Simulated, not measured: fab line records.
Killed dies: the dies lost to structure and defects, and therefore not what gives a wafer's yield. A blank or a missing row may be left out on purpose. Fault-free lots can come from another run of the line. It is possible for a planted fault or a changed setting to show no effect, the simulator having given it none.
Matching of chambers | flow sky130 | 4 sister chambers for SKY_FIELD_ISO_ETCH_14 on rie diel-04
The step etches BARC in N2/H2, stops on SiO2, time 45.9 s, target depth 60 nm. 16 wafers are shown with their chamber, then 8 later ones without.

## WAFERS PAIRED WITH THEIR CHAMBERS
wafer  | chamber | drypump motor current A (A) | oes product au (a.u.) | h2 flow sccm (sccm)
L074.1 | 2       | 5.2                         | 0.856                 | 200.4
L074.2 | 3       | 5.8                         | 0.852                 | 200.1
L074.3 | 1       | 6.4                         | 0.866                 | 199.1
L081.2 | 1       | 6.3                         | 0.854                 | 200.7
L081.4 | 3       | 5.8                         | 0.852                 | 200.2
L081.6 | 1       | 6.4                         | 0.857                 | 200.0
L083.2 | 0       | 6.4                         | 0.859                 | 200.8
L083.4 | 2       | 5.2                         | 0.856                 | 199.7
L083.5 | 0       | 6.4                         | 0.858                 | 199.8
L085.1 | 1       | 6.4                         | 0.859                 | 199.9
L085.2 | 2       | 5.2                         | 0.854                 | 199.7
L085.4 | 3       | 5.7                         | 0.858                 | 199.4
L090.1 | 2       | 5.2                         | 0.853                 | 199.7
L090.5 | 2       | 5.2                         | 0.858                 | 199.5
L090.6 | 1       | 6.4                         | 0.854                 | 200.2
L092.2 | 3       | 5.8                         | 0.862                 | 200.4

SIGNATURES (means of the wafers above)
reading                 | chamber 0 | chamber 1 | chamber 2 | chamber 3 | scatter within a chamber
drypump motor current A | 6.400     | 6.380     | 5.200     | 5.775     | 0.0359
oes product au          | 0.85850   | 0.85800   | 0.85540   | 0.85600   | 0.00393
h2 flow sccm            | 200.300   | 199.980   | 199.800   | 200.025   | 0.491
Rule: a wafer's distance from a chamber is the root of the sum, over the readings, of the square of ((its reading less the chamber's mean) divided by the reading's scatter). The wafer belongs to the nearest chamber; if the next one is less than 2 further off, it can't be placed. The scatter is the square root of a quotient: the sum, over the shown wafers, of each reading's squared deviation from its chamber's mean, divided by wafers minus chambers.

## WAFERS MISSING THEIR CHAMBER
wafer  | drypump motor current A (A) | oes product au (a.u.) | h2 flow sccm (sccm)
L092.4 | 6.4                         | 0.854                 | 200.4
L092.6 | 5.2                         | 0.847                 | 199.8
L097.2 | 5.8                         | 0.849                 | 200.8
L097.3 | 5.2                         | 0.848                 | 200.2
L097.5 | 6.4                         | 0.860                 | 199.4
L096.2 | 6.4                         | 0.861                 | 199.0
L096.4 | 5.2                         | 0.853                 | 200.0
L096.6 | 5.8                         | 0.853                 | 199.7

## CHAMBER TAKEN BY EACH
wafer  | from the rows above     | in truth
L092.4 | can't be placed: 0 or 1 | 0
L092.6 | 2                       | 2
L097.2 | 3                       | 3
L097.3 | 2                       | 2
L097.5 | can't be placed: 1 or 0 | 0
L096.2 | can't be placed: 1 or 0 | 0
L096.4 | 2                       | 2
L096.6 | 3                       | 3
Correct placement for 5 of the 8. Can't be placed from these rows: 3 (the true chamber is among the candidates in 3). Placed wrongly: 0.
